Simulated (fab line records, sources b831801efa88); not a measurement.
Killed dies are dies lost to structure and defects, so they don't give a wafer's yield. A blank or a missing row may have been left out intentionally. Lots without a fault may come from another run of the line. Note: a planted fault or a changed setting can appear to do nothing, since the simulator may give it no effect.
fab line records ; flow sky130 ; part 1 of 2: steps 1 to 32 of 42
record lots=5; wafers=15; lastDay=50
route steps=708 shown CAPM@554 METAL3@555 VIA3@573
lots with no fault: from the same line, run without faults
startH: the number of hours between the record's first day and the start of the first shown wafer of the lot ; waitH: hours elapsed since this lot's preceding step ; " unchanged from the row above ; L1.1+2: several wafers, shown together as one row ; - value missing, or start not given ; * or withheld: withheld ; < > ~ a bound
route shown NAME@n: a module of which the file shows steps, and the number in the route of the first ; usual: mean/standard deviation of fault-free wafers ; same: alike in all rows ; chamber/n: place in a boat ; sites: readings site by site ; _std_site: the values' standard deviation ; _edge_site: inner sites' mean taken away from outer sites' mean ; radiusMm: how far each site lies from the wafer's centre ; mask NAME#n: copy n ; behind: the last tool/chamber to shape the wafer ; hold: cause of the lot's hold/its duration in hours/its outcome ; device: the transistor (n, p or np) that didn't switch ; end of line: the route-end tests of the same wafers ; step lacking rows: just its recipe ; killed: the dies lost at the first sort to structure and to defects; this is not the yield of the wafer ; map: shows each die of a wafer: x if killed, . if not, _ if none is there
set.NAME: the setting as run; set.NAME@STEP: as run at that earlier step ; model.NAME: the simulator's own value behind a step, which no gauge read
lots at selected steps of the route; one table per step, one row per wafer
services: from which hour (startH, from the record's first day; less than 0 if before it) a tool's chamber was out of use, for how many hours, and why
## steps
# step SKY_CAPM_CLEAN_17
# recipe chemistry=O3/DIW; dry=n2Spin
lot.wafer;tool;chamber;startH;waitH
L074.1+3+4;wetBench-01;2;863.63;0.0
L077.3+5+6;wetBench-03;0;888.69;0.0
L084.1+3+5;wetBench-03;1;948.00;0.0
L086.3+5+6;wetBench-04;0;961.24;0.0
L097.2+3+6;wetBench-01;0;1034.54;0.0
# step SKY_METAL3_DEHYDRATE_05
# recipe tempC=200; timeS=60
lot.wafer;tool;chamber;startH;waitH
L074.1+3+4;lithoTrack-02;0;876.02;12.3
L077.3+5+6;lithoTrack-01;0;900.85;12.1
L084.1+3+5;lithoTrack-03;0;958.96;10.9
L086.3+5+6;lithoTrack-01;0;973.40;12.1
L097.2+3+6;lithoTrack-01;0;1045.17;10.5
# step SKY_METAL3_HMDS_06
# recipe primeTimeS=60; primeTempC=120
lot.wafer;tool;chamber;startH;waitH
L074.1+3+4;lithoTrack-02;0;876.17;0.1
L077.3+5+6;lithoTrack-01;0;901.00;0.1
L084.1+3+5;lithoTrack-03;0;959.11;0.1
L086.3+5+6;lithoTrack-01;0;973.55;0.1
L097.2+3+6;lithoTrack-01;0;1045.32;0.1
# step SKY_METAL3_COAT_07
# recipe resist=BARC; tempC=withheld; timeS=withheld; spinRpm=3000; resistThkNm=60
lot.wafer;tool;chamber;startH;waitH
L074.1+3+4;lithoTrack-02;0;876.32;0.1
L077.3+5+6;lithoTrack-01;0;901.15;0.1
L084.1+3+5;lithoTrack-03;0;959.26;0.1
L086.3+5+6;lithoTrack-01;0;973.70;0.1
L097.2+3+6;lithoTrack-01;0;1045.47;0.1
# step SKY_METAL3_COAT_08
# recipe resist=KrF-thick; spinRpm=3000; resistThkNm=1140
lot.wafer;tool;chamber;startH;waitH
L074.1+3+4;lithoTrack-02;0;-;-
L077.3+5+6;lithoTrack-01;0;-;-
L084.1+3+5;lithoTrack-03;0;-;-
L086.3+5+6;lithoTrack-01;0;-;-
L097.2+3+6;lithoTrack-01;0;-;-
# step SKY_METAL3_SOFTBAKE_09
# recipe tempC=100; timeS=90; resist=KrF-thick
lot.wafer;tool;chamber;startH;waitH
L074.1+3+4;lithoTrack-02;0;-;-
L077.3+5+6;lithoTrack-01;0;-;-
L084.1+3+5;lithoTrack-03;0;-;-
L086.3+5+6;lithoTrack-01;0;-;-
L097.2+3+6;lithoTrack-01;0;-;-
# step SKY_METAL3_EXPOSE_10
# recipe maskId=MM3; na=0.68; sourceShape=annular; sigmaInner=0.4; sigmaOuter=0.8; targetCdNm=300; doseMj=28
# usual exposureDoseMJCm2=27.98/0.03; focusOffsetNm=-0.1/0.5
lot.wafer;tool;chamber;startH;waitH;mask;exposureDoseMJCm2;focusOffsetNm
L074.1;krfScanner-02;0;-;-;MM3#0;27.99;-0.3
L074.3;krfScanner-02;0;-;-;MM3#0;27.99;-0.4
L074.4;krfScanner-02;0;-;-;MM3#0;27.98;-0.8
L077.3;krfScanner-02;0;-;-;MM3#0;28.00;-0.5
L077.5;krfScanner-02;0;-;-;MM3#0;28.00;0.0
L077.6;krfScanner-02;0;-;-;MM3#0;27.99;0.1
L084.1;krfScanner-01;0;-;-;MM3#0;27.99;-0.4
L084.3;krfScanner-01;0;-;-;MM3#0;27.99;-0.3
L084.5;krfScanner-01;0;-;-;MM3#0;27.96;-0.1
L086.3;krfScanner-02;0;-;-;MM3#0;27.96;-0.5
L086.5;krfScanner-02;0;-;-;MM3#0;28.01;0.1
L086.6;krfScanner-02;0;-;-;MM3#0;27.97;0.0
L097.2;krfScanner-02;0;-;-;MM3#0;27.98;-0.1
L097.3;krfScanner-02;0;-;-;MM3#0;27.98;-0.8
L097.6;krfScanner-02;0;-;-;MM3#0;28.00;-0.4
# step SKY_METAL3_PEB_11
# recipe pebTempC=withheld; pebTimeS=withheld; resist=KrF-thick
lot.wafer;tool;chamber;startH;waitH
L074.1+3+4;lithoTrack-03;0;-;-
L077.3+5+6;lithoTrack-02;0;-;-
L084.1+3+5;lithoTrack-01;0;-;-
L086.3+5+6;lithoTrack-01;0;-;-
L097.2+3+6;lithoTrack-01;0;-;-
# step SKY_METAL3_DEVELOP_12
# recipe developTimeS=60; resist=KrF-thick; devTempC=21
lot.wafer;tool;chamber;startH;waitH
L074.1+3+4;lithoTrack-03;0;-;-
L077.3+5+6;lithoTrack-02;0;-;-
L084.1+3+5;lithoTrack-01;0;-;-
L086.3+5+6;lithoTrack-01;0;-;-
L097.2+3+6;lithoTrack-01;0;-;-
# step SKY_METAL3_CD_MEAS_13
# recipe targetCdNm=300
# usual cdNm=299.6/1.5
lot.wafer;tool;chamber;startH;waitH;cdNm
L074.1;cdSem-02;-;889.21;-;301.1
L074.3;cdSem-02;-;889.21;-;298.6
L074.4;cdSem-02;-;889.21;-;298.6
L077.3;cdSem-01;-;913.66;-;300.4
L077.5;cdSem-01;-;913.66;-;302.3
L077.6;cdSem-01;-;913.66;-;302.0
L084.1;cdSem-02;-;971.65;-;301.5
L084.3;cdSem-02;-;971.65;-;303.5
L084.5;cdSem-02;-;971.65;-;301.6
L086.3;cdSem-01;-;985.34;-;298.1
L086.5;cdSem-01;-;985.34;-;299.0
L086.6;cdSem-01;-;985.34;-;296.7
L097.2;cdSem-01;-;1056.47;-;298.5
L097.3;cdSem-01;-;1056.47;-;299.1
L097.6;cdSem-01;-;1056.47;-;298.4
# step SKY_METAL3_OVL_MEAS_14
# usual METAL3_OVL=-4/5.4
lot.wafer;tool;chamber;startH;waitH;METAL3_OVL[nm]
L074.1;overlay-02;-;889.33;0.1;-11
L074.3;overlay-02;-;889.33;0.1;-11
L074.4;overlay-02;-;889.33;0.1;-5
L077.3;overlay-02;-;913.75;0.1;-4
L077.5;overlay-02;-;913.75;0.1;3
L077.6;overlay-02;-;913.75;0.1;1
L084.1;overlay-02;-;971.77;0.1;1
L084.3;overlay-02;-;971.77;0.1;-6
L084.5;overlay-02;-;971.77;0.1;-1
L086.3;overlay-02;-;985.43;0.1;-5
L086.5;overlay-02;-;985.43;0.1;-5
L086.6;overlay-02;-;985.43;0.1;-6
L097.2;overlay-01;-;1056.58;0.1;-2
L097.3;overlay-01;-;1056.58;0.1;-2
L097.6;overlay-01;-;1056.58;0.1;0
# step SKY_METAL3_DESCUM_15
# recipe chemistry=O2; sourcePowerW=150; biasPowerW=0; pressureMtorr=10; tempC=40; timeS=8
# usual drypumpMotorCurrentA=5.7/0.53; oesProductAu=0.992/0.0088
lot.wafer;tool;chamber;startH;waitH;drypumpMotorCurrentA;oesProductAu;rfHoursCounterH
L074.1;rieMetal-02;0;889.37;0.0;5.6;0.985;14
L074.3;rieMetal-02;0;889.37;0.0;5.6;0.975;-
L074.4;rieMetal-02;1;889.37;0.0;5.2;0.984;-
L077.3;rieMetal-01;1;913.79;0.0;6.5;0.992;-
L077.5;rieMetal-01;0;913.79;0.0;6.3;1.000;-
L077.6;rieMetal-01;1;913.79;0.0;6.5;1.000;-
L084.1;rieMetal-04;1;971.81;0.0;6.1;0.982;16
L084.3;rieMetal-04;0;971.81;0.0;5.0;0.982;-
L084.5;rieMetal-04;1;971.81;0.0;6.1;0.984;-
L086.3;rieMetal-04;0;985.47;0.0;5.0;0.990;-
L086.5;rieMetal-04;1;985.47;0.0;6.1;0.975;-
L086.6;rieMetal-04;0;985.47;0.0;5.0;0.983;-
L097.2;rieMetal-02;1;1056.61;0.0;5.2;1.011;21
L097.3;rieMetal-02;0;1056.61;0.0;5.6;1.001;-
L097.6;rieMetal-02;1;1056.61;0.0;5.2;1.009;-
# step SKY_METAL3_ETCH_16
# recipe chemistry=N2/H2; target=BARC; ionEnergyEv=200; biasW=100; pressureMtorr=30; n2FlowSccm=100; h2FlowSccm=200; icpW=500; stopOn=SiO2; timeS=88.2; targetDepthA=600
# usual drypumpMotorCurrentA=5.7/0.53; oesProductAu=0.625/0.0049; throttleValvePct=13.206/0.0087
lot.wafer;tool;chamber;startH;waitH;drypumpMotorCurrentA;oesProductAu;rfHoursCounterH;throttleValvePct
L074.1;rieMetal-02;0;889.40;0.0;5.6;0.626;14;13.202
L074.3;rieMetal-02;0;889.40;0.0;5.6;0.629;-;13.226
L074.4;rieMetal-02;1;889.40;0.0;5.2;0.626;-;13.202
L077.3;rieMetal-01;1;913.84;0.0;6.5;0.628;-;13.190
L077.5;rieMetal-01;0;913.84;0.0;6.4;0.618;-;13.206
L077.6;rieMetal-01;1;913.84;0.0;6.5;0.628;-;13.196
L084.1;rieMetal-04;1;971.84;0.0;6.1;0.623;16;13.211
L084.3;rieMetal-04;0;971.84;0.0;5.0;0.620;-;13.195
L084.5;rieMetal-04;1;971.84;0.0;6.1;0.629;-;13.206
L086.3;rieMetal-04;0;985.52;0.0;5.0;0.623;-;13.196
L086.5;rieMetal-04;1;985.52;0.0;6.1;0.616;-;13.207
L086.6;rieMetal-04;0;985.52;0.0;5.0;0.624;-;13.211
L097.2;rieMetal-02;1;1056.64;0.0;5.2;0.619;21;13.209
L097.3;rieMetal-02;0;1056.64;0.0;5.6;0.615;-;13.213
L097.6;rieMetal-02;1;1056.64;0.0;5.2;0.620;-;13.205
# step SKY_METAL3_ETCH_17
# recipe target=SiO2; stopOn=TiN; chemistry=C4F8/O2/Ar; sourceW=1500; biasW=1200; pressureMtorr=40; c4f8FlowSccm=withheld; O2_flow_sccm=6; Ar_flow_sccm=300; timeS=3.9; targetDepthA=150
# usual oesProductAu=0.754/0.0066
lot.wafer;tool;chamber;startH;waitH;oesProductAu;rfHoursCounterH
L074.1;rieDiel-03;1;889.50;0.1;0.746;9
L074.3;rieDiel-03;2;889.50;0.1;0.748;6
L074.4;rieDiel-03;3;889.50;0.1;0.752;15
L077.3;rieDiel-01;3;913.91;0.0;0.754;22
L077.5;rieDiel-01;3;913.91;0.0;0.758;-
L077.6;rieDiel-01;2;913.91;0.0;0.757;-
L084.1;rieDiel-02;2;971.94;0.1;0.749;18
L084.3;rieDiel-02;3;971.94;0.1;0.746;25
L084.5;rieDiel-02;3;971.94;0.1;0.751;-
L086.3;rieDiel-01;2;985.59;0.0;0.760;15
L086.5;rieDiel-01;1;985.59;0.0;0.764;-
L086.6;rieDiel-01;2;985.59;0.0;0.754;-
L097.2;rieDiel-01;2;1056.74;0.1;0.755;17
L097.3;rieDiel-01;0;1056.74;0.1;0.753;22
L097.6;rieDiel-01;0;1056.74;0.1;0.756;-
# step SKY_METAL3_METAL_ETCH_18
# recipe targetDepthA=8450; stopOn=SiO2; overEtchFrac=0.3; timeS=183.1; chemistry=Cl2/BCl3; resistSidewallDeg=88; pressureMtorr=10; icpW=900; biasW=48.5; Cl2_flow_sccm=60; bcl3FlowSccm=30
# usual drypumpMotorCurrentA=5.9/0.55; oesProductAu=0.866/0.0067; throttleValvePct=22.266/0.0091
lot.wafer;tool;chamber;startH;waitH;drypumpMotorCurrentA;oesProductAu;rfHoursCounterH;throttleValvePct
L074.1;rieMetal-04;1;889.52;0.0;6.1;0.855;11;22.271
L074.3;rieMetal-04;1;889.52;0.0;6.1;0.865;-;22.235
L074.4;rieMetal-04;1;889.52;0.0;6.1;0.864;-;22.257
L077.3;rieMetal-04;1;913.99;0.1;6.1;0.882;-;22.265
L077.5;rieMetal-04;0;913.99;0.1;5.0;0.864;-;22.265
L077.6;rieMetal-04;1;913.99;0.1;6.1;0.860;-;22.268
L084.1;rieMetal-02;1;971.95;0.0;5.2;0.866;17;22.264
L084.3;rieMetal-02;0;971.95;0.0;5.6;0.875;-;22.264
L084.5;rieMetal-02;0;971.95;0.0;5.6;0.864;-;22.254
L086.3;rieMetal-01;0;985.66;0.1;6.3;0.864;-;22.268
L086.5;rieMetal-01;1;985.66;0.1;6.5;0.870;-;22.270
L086.6;rieMetal-01;0;985.66;0.1;6.3;0.874;-;22.268
L097.2;rieMetal-01;1;1056.75;0.0;6.5;0.866;18;22.275
L097.3;rieMetal-01;1;1056.75;0.0;6.5;0.870;-;22.251
L097.6;rieMetal-01;1;1056.75;0.0;6.5;0.867;-;22.266
# step SKY_METAL3_STRIP_19
# recipe chemistry=O2/N2; powerW=1400; pressureMtorr=1500; platenTempC=withheld; o2FlowSccm=3000; n2FlowSccm=300; overashFraction=0.5
# usual drypumpMotorCurrentA=5.3/0.42; oesProductAu=0.506/0.0058; stripTimeToEndpointS=6.61/0.077
lot.wafer;tool;chamber;startH;waitH;drypumpMotorCurrentA;oesProductAu;rfHoursCounterH;stripTimeToEndpointS
L074.1;plasmaAsher-01;1;889.90;0.3;5.0;0.516;112;6.71
L074.3;plasmaAsher-01;1;889.90;0.3;5.0;0.510;-;6.71
L074.4;plasmaAsher-01;0;889.90;0.3;5.7;0.518;-;6.65
L077.3;plasmaAsher-03;1;914.14;0.1;5.4;0.516;-;6.74
L077.5;plasmaAsher-03;0;914.14;0.1;5.4;0.510;-;6.65
L077.6;plasmaAsher-03;1;914.14;0.1;5.4;0.508;-;6.67
L084.1;plasmaAsher-04;1;972.13;0.1;5.8;0.501;53;6.50
L084.3;plasmaAsher-04;0;972.13;0.1;4.7;0.507;-;6.59
L084.5;plasmaAsher-04;1;972.13;0.1;5.8;0.499;-;6.62
L086.3;plasmaAsher-01;0;985.81;0.1;5.7;0.504;-;6.49
L086.5;plasmaAsher-01;1;985.81;0.1;5.0;0.501;-;6.59
L086.6;plasmaAsher-01;0;985.81;0.1;5.7;0.506;-;6.47
L097.2;plasmaAsher-04;0;1056.93;0.1;4.7;0.509;62;6.58
L097.3;plasmaAsher-04;0;1056.93;0.1;4.7;0.506;-;6.67
L097.6;plasmaAsher-04;0;1056.93;0.1;4.7;0.503;-;6.64
# step SKY_METAL3_STRIP_20
# recipe chemistry=postEtchResidueRemover; timeS=1200; tempC=72.5
lot.wafer;tool;chamber;startH;waitH
L074.1+3+4;wetBench-02;2;890.00;0.1
L077.3+5+6;wetBench-04;1;914.20;0.0
L084.1+3+5;wetBench-04;2;972.23;0.1
L086.3+5+6;wetBench-04;0;986.16;0.3
L097.2+3+6;wetBench-04;1;1057.03;0.1
# step SKY_METAL3_CLEAN_21
# recipe chemistry=IPA; timeS=180; tempC=25
lot.wafer;tool;chamber;startH;waitH
L074.1+3+4;wetBench-02;2;890.34;0.0
L077.3+5+6;wetBench-02;3;914.61;0.0
L084.1+3+5;wetBench-01;2;972.57;0.0
L086.3+5+6;wetBench-01;3;986.59;0.1
L097.2+3+6;wetBench-02;3;1057.37;0.0
# step SKY_METAL3_CLEAN_22
# recipe chemistry=O3/DIW; dry=n2Spin
lot.wafer;tool;chamber;startH;waitH
L074.1+3+4;wetBench-02;3;890.40;0.0
L077.3+5+6;wetBench-04;1;914.67;0.0
L084.1+3+5;wetBench-04;2;972.63;0.0
L086.3+5+6;wetBench-01;1;986.64;0.0
L097.2+3+6;wetBench-01;0;1057.43;0.0
# step SKY_VIA3_HDPCVD_00
# recipe material=SiO2; targetThkNm=1635; sigmaOpenFrac=0.3; timeS=272.5; tempC=400; sih4FlowSccm=60; pressureMtorr=6
lot.wafer;tool;chamber;startH;waitH
L074.1+3+4;hdpcvd-02;2,1,0;890.49;0.0
L077.3+5+6;hdpcvd-02;0,0,1;914.77;0.0
L084.1+3+5;hdpcvd-01;1,0,1;972.72;0.0
L086.3+5+6;hdpcvd-02;2,1,0;986.74;0.0
L097.2+3+6;hdpcvd-01;1,2,0;1057.52;0.0
# step SKY_VIA3_THK_MEAS_01
# recipe reads=SiO2_of_VIA3_HDPCVD_00
# usual VIA3_HDPCVD_THK=1643/17
lot.wafer;tool;chamber;startH;waitH;VIA3_HDPCVD_THK[nm]
L074.1;filmMetro-01;-;890.66;0.1;1656
L074.3;filmMetro-01;-;890.66;0.1;1634
L074.4;filmMetro-01;-;890.66;0.1;1641
L077.3;filmMetro-04;-;914.96;0.1;1659
L077.5;filmMetro-04;-;914.96;0.1;1676
L077.6;filmMetro-04;-;914.96;0.1;1642
L084.1;filmMetro-04;-;972.89;0.1;1635
L084.3;filmMetro-04;-;972.89;0.1;1639
L084.5;filmMetro-04;-;972.89;0.1;1650
L086.3;filmMetro-01;-;986.92;0.1;1639
L086.5;filmMetro-01;-;986.92;0.1;1637
L086.6;filmMetro-01;-;986.92;0.1;1654
L097.2;filmMetro-02;-;1057.70;0.1;1650
L097.3;filmMetro-02;-;1057.70;0.1;1670
L097.6;filmMetro-02;-;1057.70;0.1;1651
# step SKY_VIA3_CMP_02
# recipe material=SiO2; downForcePsi=4; platenRpm=60; padVelocityMS=0.94248
# usual headPressurePsi=4.000/0.0082; motorCurrentA=13.0/1.1
lot.wafer;tool;chamber;startH;waitH;headPressurePsi;motorCurrentA
L074.3;cmp-01;3;890.77;0.1;4.013;12.8
L074.4;cmp-01;0;890.77;0.1;3.998;14.7
L074.1;cmp-01;1;890.77;0.1;4.003;13.7
L077.3;cmp-01;3;915.00;0.0;4.019;12.6
L077.5;cmp-01;3;915.00;0.0;4.011;12.7
L077.6;cmp-01;0;915.00;0.0;4.003;14.3
L084.3;cmp-01;0;972.95;0.0;4.020;13.5
L084.1;cmp-01;1;972.95;0.0;4.004;14.8
L084.5;cmp-01;0;972.95;0.0;4.015;13.8
L086.3;cmp-01;0;987.01;0.1;4.005;13.6
L086.6;cmp-01;3;987.01;0.1;3.990;12.8
L086.5;cmp-01;0;987.01;0.1;4.003;14.3
L097.3;cmp-01;1;1057.75;0.0;3.998;14.4
L097.2;cmp-01;0;1057.75;0.0;4.006;14.3
L097.6;cmp-01;1;1057.75;0.0;4.001;14.4
# step SKY_VIA3_BOW_MEAS_03
# recipe mode=bow
# usual VIA3_BOW=81/7.8
lot.wafer;tool;chamber;startH;waitH;VIA3_BOW[um]
L074.1;filmMetro-02;-;891.02;0.1;82
L074.3;filmMetro-02;-;891.02;0.1;83
L074.4;filmMetro-02;-;891.02;0.1;71
L077.3;filmMetro-04;-;915.34;0.3;86
L077.5;filmMetro-04;-;915.34;0.3;77
L077.6;filmMetro-04;-;915.34;0.3;72
L084.1;filmMetro-04;-;973.25;0.2;88
L084.3;filmMetro-04;-;973.25;0.2;76
L084.5;filmMetro-04;-;973.25;0.2;90
L086.3;filmMetro-04;-;987.30;0.2;95
L086.5;filmMetro-04;-;987.30;0.2;87
L086.6;filmMetro-04;-;987.30;0.2;91
L097.2;filmMetro-01;-;1058.07;0.1;78
L097.3;filmMetro-01;-;1058.07;0.1;81
L097.6;filmMetro-01;-;1058.07;0.1;72
# step SKY_VIA3_DEHYDRATE_04
# recipe tempC=200; timeS=60
lot.wafer;tool;chamber;startH;waitH
L074.1+3+4;lithoTrack-04;0;903.54;12.5
L077.3+5+6;lithoTrack-02;0;927.02;11.7
L084.1+3+5;lithoTrack-02;0;984.17;10.9
L086.3+5+6;lithoTrack-01;0;998.60;11.3
L097.2+3+6;lithoTrack-01;0;1068.17;10.1
# step SKY_VIA3_HMDS_05
# recipe primeTimeS=60; primeTempC=120
lot.wafer;tool;chamber;startH;waitH
L074.1+3+4;lithoTrack-04;0;903.69;0.1
L077.3+5+6;lithoTrack-02;0;927.17;0.1
L084.1+3+5;lithoTrack-02;0;984.32;0.1
L086.3+5+6;lithoTrack-01;0;998.75;0.1
L097.2+3+6;lithoTrack-01;0;1068.32;0.1
# step SKY_VIA3_COAT_06
# recipe resist=BARC; tempC=withheld; timeS=withheld; spinRpm=3000; resistThkNm=60
lot.wafer;tool;chamber;startH;waitH
L074.1+3+4;lithoTrack-04;0;903.84;0.1
L077.3+5+6;lithoTrack-02;0;927.32;0.1
L084.1+3+5;lithoTrack-02;0;984.47;0.1
L086.3+5+6;lithoTrack-01;0;998.90;0.1
L097.2+3+6;lithoTrack-01;0;1068.47;0.1
# step SKY_VIA3_COAT_07
# recipe resist=KrF-thick; spinRpm=3000; resistThkNm=450
lot.wafer;tool;chamber;startH;waitH
L074.1+3+4;lithoTrack-04;0;-;-
L077.3+5+6;lithoTrack-02;0;-;-
L084.1+3+5;lithoTrack-02;0;-;-
L086.3+5+6;lithoTrack-01;0;-;-
L097.2+3+6;lithoTrack-01;0;-;-
# step SKY_VIA3_SOFTBAKE_08
# recipe tempC=100; timeS=90; resist=KrF-thick
lot.wafer;tool;chamber;startH;waitH
L074.1+3+4;lithoTrack-04;0;-;-
L077.3+5+6;lithoTrack-02;0;-;-
L084.1+3+5;lithoTrack-02;0;-;-
L086.3+5+6;lithoTrack-01;0;-;-
L097.2+3+6;lithoTrack-01;0;-;-
# step SKY_VIA3_EXPOSE_09
# recipe maskId=VIM3; na=0.8; sourceShape=annular; sigmaInner=0.55; sigmaOuter=0.85; targetCdNm=200; doseMj=38
# usual exposureDoseMJCm2=37.98/0.043; focusOffsetNm=0.0/0.58
lot.wafer;tool;chamber;startH;waitH;mask;exposureDoseMJCm2;focusOffsetNm
L074.1;krfScanner-02;0;-;-;VIM3#0;37.93;0.3
L074.3;krfScanner-02;0;-;-;VIM3#0;37.99;0.2
L074.4;krfScanner-02;0;-;-;VIM3#0;37.89;0.6
L077.3;krfScanner-01;0;-;-;VIM3#0;38.02;0.5
L077.5;krfScanner-01;0;-;-;VIM3#0;38.03;-0.6
L077.6;krfScanner-01;0;-;-;VIM3#0;38.04;-0.8
L084.1;krfScanner-02;0;-;-;VIM3#0;37.91;-0.3
L084.3;krfScanner-02;0;-;-;VIM3#0;37.94;-0.5
L084.5;krfScanner-02;0;-;-;VIM3#0;38.00;-0.7
L086.3;krfScanner-01;0;-;-;VIM3#0;37.96;1.4
L086.5;krfScanner-01;0;-;-;VIM3#0;37.97;1.0
L086.6;krfScanner-01;0;-;-;VIM3#0;37.95;0.8
L097.2;krfScanner-01;0;-;-;VIM3#0;37.97;-0.8
L097.3;krfScanner-01;0;-;-;VIM3#0;37.96;1.2
L097.6;krfScanner-01;0;-;-;VIM3#0;37.97;0.2
# step SKY_VIA3_PEB_10
# recipe pebTempC=withheld; pebTimeS=withheld; resist=KrF-thick
lot.wafer;tool;chamber;startH;waitH
L074.1+3+4;lithoTrack-04;0;-;-
L077.3+5+6;lithoTrack-04;0;-;-
L084.1+3+5;lithoTrack-01;0;-;-
L086.3+5+6;lithoTrack-01;0;-;-
L097.2+3+6;lithoTrack-04;0;-;-
# step SKY_VIA3_DEVELOP_11
# recipe developTimeS=60; resist=KrF-thick; devTempC=21
lot.wafer;tool;chamber;startH;waitH
L074.1+3+4;lithoTrack-04;0;-;-
L077.3+5+6;lithoTrack-04;0;-;-
L084.1+3+5;lithoTrack-01;0;-;-
L086.3+5+6;lithoTrack-01;0;-;-
L097.2+3+6;lithoTrack-04;0;-;-
# step SKY_VIA3_CD_MEAS_12
# recipe targetCdNm=200
# usual cdNm=200.2/1.2
lot.wafer;tool;chamber;startH;waitH;cdNm
L074.1;cdSem-01;-;916.29;-;201.6
L074.3;cdSem-01;-;916.29;-;200.6
L074.4;cdSem-01;-;916.29;-;202.0
L077.3;cdSem-01;-;940.68;-;201.7
L077.5;cdSem-01;-;940.68;-;201.8
L077.6;cdSem-01;-;940.68;-;201.4
L084.1;cdSem-01;-;996.25;-;199.7
L084.3;cdSem-01;-;996.25;-;200.4
L084.5;cdSem-01;-;996.25;-;199.3
L086.3;cdSem-02;-;1010.20;-;200.6
L086.5;cdSem-02;-;1010.20;-;199.8
L086.6;cdSem-02;-;1010.20;-;202.1
L097.2;cdSem-01;-;1079.16;-;198.1
L097.3;cdSem-01;-;1079.16;-;199.2
L097.6;cdSem-01;-;1079.16;-;199.4
